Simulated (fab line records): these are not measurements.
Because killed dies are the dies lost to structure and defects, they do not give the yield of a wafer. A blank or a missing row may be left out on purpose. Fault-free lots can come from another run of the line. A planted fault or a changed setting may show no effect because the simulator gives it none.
Code-filled problem report in 8D (eight disciplines) form :: flow sky130 :: the parts of the form that need people (team, actions taken, sign-off) are left out

1. PROBLEM STATEMENT
Wafers without a fault read 3.18 s, standard deviation 0.032; stripTimeToEndpointS at SKY_POLY_GATE_STRIP_18 reads a mean of 2.42 s on 6 wafers belonging to 2 lots. Measured from the usual mean, that is -24 standard deviations.
The step: strips in O2/N2.
First seen on wafer L471.3, day 19 06:21, on plasmaAsher-03. The record has a number at this step for 42 wafers belonging to 14 lots. Rule for "out" (also "out of limits"): further than 4 standard deviations from the usual mean. The rest of the wafers with a number are treated as sound.

2. WHAT IT IS, WHAT IT ISN'T
question: which readings at this step
is: stripTimeToEndpointS, oesProductAu
is not: drypumpMotorCurrentA, o2FlowSccm

question: which lots
is: L471, L473
is not: L464, L465, L466, L472, L474, L478, L481, L483, L484, L485, L486, L487

question: which wafers of those lots
is: all that have a number
is not: -

question: read on which tools
is: plasmaAsher-02, plasmaAsher-03
is not: plasmaAsher-04

question: when
is: from day 19 06:21
is not: up to then (9 sound wafers); but 27 sound wafers of L472, L474, L478, L481, L483, L484, L485, L486, L487 came after

3. WHAT RULES OUT EACH SUSPECT
Counting: any tool at a process step up to the reading is kept as a suspect provided that every lot that is out went through it and no sound lot did after the first of them.
- rieSi-01 at SKY_POLY_GATE_ETCH_17 (etches poly-Si in HBr/Cl2, stops on SiO2, target depth 180 nm, time 70.5 s): ruled out as a lasting fault. The sound lots L481, L483, L485, L487 went through it after L471, its earliest lot that is out (day 19 06:16).
Left after counting: nothing in the record.

4. THE CAUSE (what the simulator had put in)
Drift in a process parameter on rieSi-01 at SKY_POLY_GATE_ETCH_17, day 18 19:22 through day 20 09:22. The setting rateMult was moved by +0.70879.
Counting ruled it out, wrongly: the rule takes a fault to strike every lot that its tool runs from its start on, and this one did not.

5. THE EFFECT CHAIN, in route order
Each row: a reading whose mean over the struck wafers that have a number lies more than 3 standard deviations from the usual. Only readings for which the record gives a usual standard deviation are gone through. hours: the time from each lot's start at the first step in this table that gives one to its start at this step, as a median over the lots. sigmas: the change in usual standard deviations.
hours: 0
step: SKY_POLY_GATE_STRIP_18
reading: oesProductAu
usual: 0.361 a.u.
on struck wafers: 0.328
change: -0.033
sigmas: -6.8

hours: 0
step: SKY_POLY_GATE_STRIP_18
reading: stripTimeToEndpointS
usual: 3.18 s
on struck wafers: 2.42
change: -0.76
sigmas: -24
Its process steps:
- SKY_POLY_GATE_STRIP_18: strips in O2/N2.

6. HOW IT WOULD HAVE BEEN CAUGHT EARLIER
First out-of-limits reading in this record: day 19 06:21, which is 11 hours after fault onset at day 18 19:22.
An alarm limit of 4 standard deviations would not have fired on the tool readings at SKY_POLY_GATE_ETCH_17 for which the record gives a usual standard deviation, since none of them was out on any struck wafer.
